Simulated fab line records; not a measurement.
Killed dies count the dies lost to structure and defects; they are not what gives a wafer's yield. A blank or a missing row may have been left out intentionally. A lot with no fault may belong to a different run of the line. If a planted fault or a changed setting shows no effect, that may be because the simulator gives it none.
2 desks looking at one fault + flow sky130 + each desk holds nothing but its own numbers, with what lay behind them at the end

## FROM THE METROLOGY DESK
What the gauges read for every lot (on any tool): the sampled wafers with a number, averaged. Any lot whose mean is over 4 standard deviations away from the usual mean is out of limits and marked OUT; that distance is given in the brackets.
Columns: A = LI_CONTACT_BOW at SKY_LI_CONTACT_BOW_MEAS_03, usual 56 um; B = LI_CONTACT_W_RS at SKY_LI_CONTACT_RS_MEAS_22, usual 0.2865 ohm/sq
| lot  | first seen here | A  | B      |
|------|-----------------|----|--------|
| L996 | day 27 21:33    | 59 | 0.2881 |
| L997 | day 28 06:13    | 60 | 0.2900 |
| L998 | day 28 20:59    | 52 | 0.2830 |
| L999 | day 29 14:33    | 56 | 0.2839 |
| L102 | day 29 18:36    | 55 | 0.2845 |
| L103 | day 30 14:45    | 62 | 0.2836 |
| L108 | day 32 06:35    | 48 | 0.2871 |
| L110 | day 32 14:37    | 44 | 0.2872 |
| L113 | day 33 18:14    | 52 | 0.2844 |
| L116 | day 34 09:35    | 63 | 0.2907 |
| L118 | day 34 19:40    | 55 | 0.2842 |
| L119 | day 35 02:40    | 56 | 0.2842 |
This desk's verdict: no lot among the 12 shows anything out of limits.

## THE TOOL OWNER'S DESK: litho track-02
The tool's own readings at SKY_LOCAL_INTERCONNECT_COAT_06 (resist thk 450 nm): means of the sampled wafers that have a number, for each lot that ran on this tool. Any lot whose mean is over 4 standard deviations away from the usual mean is out of limits and marked OUT; that distance is given in the brackets.
Columns: A = chill plate temp C at SKY_LOCAL_INTERCONNECT_COAT_06, usual 23.01 C
| lot  | first seen here | A     |
|------|-----------------|-------|
| L997 | day 30 00:00    | 23.11 |
| L998 | day 30 15:00    | 22.98 |
| L999 | day 31 09:00    | 23.02 |
| L102 | day 31 13:00    | 22.99 |
| L103 | day 32 07:00    | 22.98 |
| L108 | day 34 00:00    | 22.91 |
| L110 | day 34 08:00    | 22.93 |
This desk's verdict: no lot among the 7 shows anything out of limits.

## ALL TOGETHER
Nothing out of limits was seen by the metrology desk.
Nothing out of limits was seen by the tool owner's desk.

## WHAT THE SIMULATOR HAD INSERTED
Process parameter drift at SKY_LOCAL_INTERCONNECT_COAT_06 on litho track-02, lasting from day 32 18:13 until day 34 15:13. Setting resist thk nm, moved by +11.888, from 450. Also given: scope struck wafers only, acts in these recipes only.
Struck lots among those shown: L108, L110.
